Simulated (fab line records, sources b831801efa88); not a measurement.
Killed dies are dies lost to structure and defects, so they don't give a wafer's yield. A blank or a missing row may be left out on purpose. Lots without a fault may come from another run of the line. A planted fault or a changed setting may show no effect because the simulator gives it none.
Problem report in the 8D (eight disciplines) form, filled by code | flow gf180mcu | the parts of the form that need people (team, actions taken, sign-off) are left out

1. THE PROBLEM
MVPSD_TW at GF_MVPSD_TW_MEAS_11 reads a mean of 596 on 6 wafers of 2 lots; wafers without a fault read 551 with a standard deviation of 6.3. That is +7.1 standard deviations from the usual mean.
First seen on wafer L907.1, day 7 13:08, on film_metro-03. The record holds 36 wafers of 12 lots with a number at this step. Rule for "out", or "out of limits": more than 4 standard deviations from the usual mean. The other wafers with a number count as sound.

2. WHAT IT IS AND WHAT IT IS NOT
question                    | is                           | is not
which readings at this step | MVPSD_TW                     | -
which lots                  | L907, L908                   | L897, L899, L901, L903, L911, L915, L916, L918, L919, L920
which wafers of those lots  | all that have a number       | -
read on which gauges        | film_metro-01, film_metro-03 | film_metro-04
when                        | from day 7 13:08             | up to then (12 sound wafers); but 18 sound wafers of L911, L915, L916, L918, L919, L920 came after

3. SUSPECTS, AND WHAT RULES EACH OUT
Counting: a tool at a process step up to the reading stays a suspect if it ran every lot that is out and no sound lot after the first of them.
- the gauge at GF_MVPSD_TW_MEAS_11: ruled out. The wafers that are out were read on 2 gauges (film_metro-01, film_metro-03).
- plasma_asher-03 at GF_STI_STRIP_15 (strips in O2/N2): ruled out as a lasting fault. Sound lots L911, L918, L920 ran on it after its first lot that is out, L907 (day 4 04:59).
- implanter-03 at GF_MVPSD_IMPLANT_08: kept. It ran every lot that is out, first L907 (day 7 12:44), and no sound lot after that; its last sound lot up to then is L901 (day 5 23:35). Its own readings are out on those wafers: tilt_deg.
Left after counting: implanter-03 at GF_MVPSD_IMPLANT_08.

4. THE CAUSE (what the simulator had put in)
Process parameter drift: implanter-03, from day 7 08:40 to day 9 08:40, at GF_MVPSD_IMPLANT_08. Setting tilt_deg, moved by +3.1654, from 0. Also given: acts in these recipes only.
Counting left only this tool.

5. THE CHAIN OF EFFECTS, in route order
Each row: a reading whose mean over the struck wafers that have a number lies more than 3 standard deviations from the usual. Only readings for which the record gives a usual standard deviation are gone through. hours: the time from each lot's start at the first step in this table that gives one to its start at this step, as a median over the lots. sigmas: the change in usual standard deviations.
hours | step                     | reading  | usual          | on struck wafers | change | sigmas
0     | GF_MVPSD_IMPLANT_08      | tilt_deg | -0.001 degrees | 3.171            | +3.172 | +99 or more
0     | GF_MVPSD_TW_MEAS_11      | MVPSD_TW | 551            | 596              | +45    | +7.1
69    | GF_VT_IMPLANT_RS_MEAS_49 | MVPSD_RS | 1168 ohm/sq    | 1318             | +150   | +37
The process steps in it:
- GF_MVPSD_IMPLANT_08

6. WHAT WOULD HAVE CAUGHT IT SOONER
In this record the first reading out of limits at a measuring or inspecting step was taken at day 7 13:08, 4 hours after the fault began at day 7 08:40.
The tool's own readings at GF_MVPSD_IMPLANT_08 were out on every struck wafer that the step has a row for (tilt_deg): an alarm limit on them would have fired on the first of those.
Of the lots that are out (2), L908 began GF_MVPSD_IMPLANT_08 on implanter-03 after day 7 13:08. A hold on the tool at that time would have spared it.
